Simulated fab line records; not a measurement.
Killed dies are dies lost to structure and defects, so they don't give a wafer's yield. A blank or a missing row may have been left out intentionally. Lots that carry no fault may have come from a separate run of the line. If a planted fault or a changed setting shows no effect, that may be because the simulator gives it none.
A lot that was struck, set against a sound lot + flow sky130 + 16 steps out of a route of 708
Sound: wafers L639.3, L639.4, L639.6. Struck: wafer L658.4 (left out: L658.1, L658.3 of the same lot, which were not struck); the cause appears at the end.
Per side, at each step with rows, come the tool, then ch with its chambers, and then its first start. Under that, the readings that differ: sound wafers + struck wafers + difference of the means + sigmas: that difference in standard deviations of wafers without a fault.
alike: readings with means less than 2 such deviations apart, plus words and numbers identical on both sides. not compared: withheld readings, readings lacking a value on some wafer, bounds such as >300 that could conceal the same value, and numbers that have no deviation in the record and whose values overlap.
Wherever a step has rows on one side only, a row that says differs or no value, or a row with sigmas, the two part there. Numbers that have no deviation but don't overlap get no sigmas and don't part them. A reading missing from all wafers of one side parts the sides only when that side holds two or more wafers.

SKY_VIA1_CMP_02: polishes SiO2.
  sound on cmp-02 ch 0,3, day 34 12:37; struck on cmp-01 ch 2, day 40 00:41
  alike: motor_current_A
SKY_VIA1_BOW_MEAS_03:
  sound: film_metro-03 at day 34 12:58; struck: film_metro-04 at day 40 00:59
  alike: VIA1_BOW
then, 8 steps without rows for these wafers: SKY_VIA1_DEHYDRATE_04 (time 60 s); SKY_VIA1_HMDS_05 (prime time 60 s); SKY_VIA1_COAT_06 (resist thk 60 nm); SKY_VIA1_COAT_07 (resist thk 450 nm); SKY_VIA1_SOFTBAKE_08 (time 90 s); SKY_VIA1_EXPOSE_09 (exposes mask VIM, target cd 150 nm); SKY_VIA1_PEB_10; SKY_VIA1_DEVELOP_11 (develop time 60 s).
SKY_VIA1_CD_MEAS_12: the cd target is 150 nm.
  sound: cd_sem-02 at day 35 15:40; struck: cd_sem-01 at day 41 01:10
  alike: cd_nm
SKY_VIA1_OVL_MEAS_13:
  sound: overlay-02 at day 35 15:46; struck: overlay-01 at day 41 01:17
  alike: VIA1_OVL
SKY_VIA1_ETCH_14: etches BARC in N2/H2, stops on SiO2, time 45.9 s, target depth 60 nm.
  sound on rie_diel-01 ch 1,2,3, day 35 15:47; struck on rie_diel-04 ch 1, day 41 01:20
| reading                                     | sound             | struck | difference | sigmas |
|---------------------------------------------|-------------------|--------|------------|--------|
| oes_product_au (a.u.)                       | 0.855 0.846 0.855 | 1.002  | +0.150     | +29    |
| run_length_s (s)                            | 73.7 74.1 74.2    | 59.8   | -14.2      | -30    |
| model.KrF-thick_of_VIA1_COAT_07.thk_nm (nm) | 392.1 392.8 393.6 | 407.5  | +14.7      |        |
| model.etch.depth_nm (nm)                    | 59.97 59.94 60.22 | 54     | -6         |        |
  alike: drypump_motor_current_A, throttle_valve_pct
  not compared: rf_fwd_power_W, rf_hours_counter_h
SKY_VIA1_ETCH_15: etches SiO2 in C4F8/O2/Ar, stops on TiN, target depth 351 nm, time 54 s.
  sound on rie_diel-01 ch 1,2,3, day 35 15:50; struck on rie_diel-04 ch 1, day 41 01:22
| reading                                     | sound             | struck | difference | sigmas      |
|---------------------------------------------|-------------------|--------|------------|-------------|
| oes_product_au (a.u.)                       | 0.974 0.979 0.982 | 0.374  | -0.604     | -99 or more |
| rf_fwd_power_W (W)                          | 1491 1498 1490    | 1478   | -15        | -3          |
| model.KrF-thick_of_VIA1_COAT_07.thk_nm (nm) | 321.6 322.6 324.1 | 336.3  | +13.5      |             |
  alike: run_length_s
  not compared: rf_hours_counter_h
SKY_VIA1_STRIP_16: strips in O2/N2.
  sound on plasma_asher-03 ch 0,1, day 35 15:55; struck on plasma_asher-03 ch 1, day 41 01:25
| reading                      | sound             | struck | difference | sigmas |
|------------------------------|-------------------|--------|------------|--------|
| strip_time_to_endpoint_s (s) | 4.439 4.465 4.484 | 4.606  | +0.143     | +7     |
  alike: drypump_motor_current_A, oes_product_au
  not compared: rf_hours_counter_h
then, 1 step without rows for these wafers: SKY_VIA1_STRIP_17 (strips in post etch residue remover, time 1200 s).

WHERE THEY PART
Earliest at SKY_VIA1_ETCH_14; latest, in this record, at SKY_VIA1_STRIP_16.

WHY: what the simulator had put in
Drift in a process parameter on rie_diel-04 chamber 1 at SKY_VIA1_ETCH_14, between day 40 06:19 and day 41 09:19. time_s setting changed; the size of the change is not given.
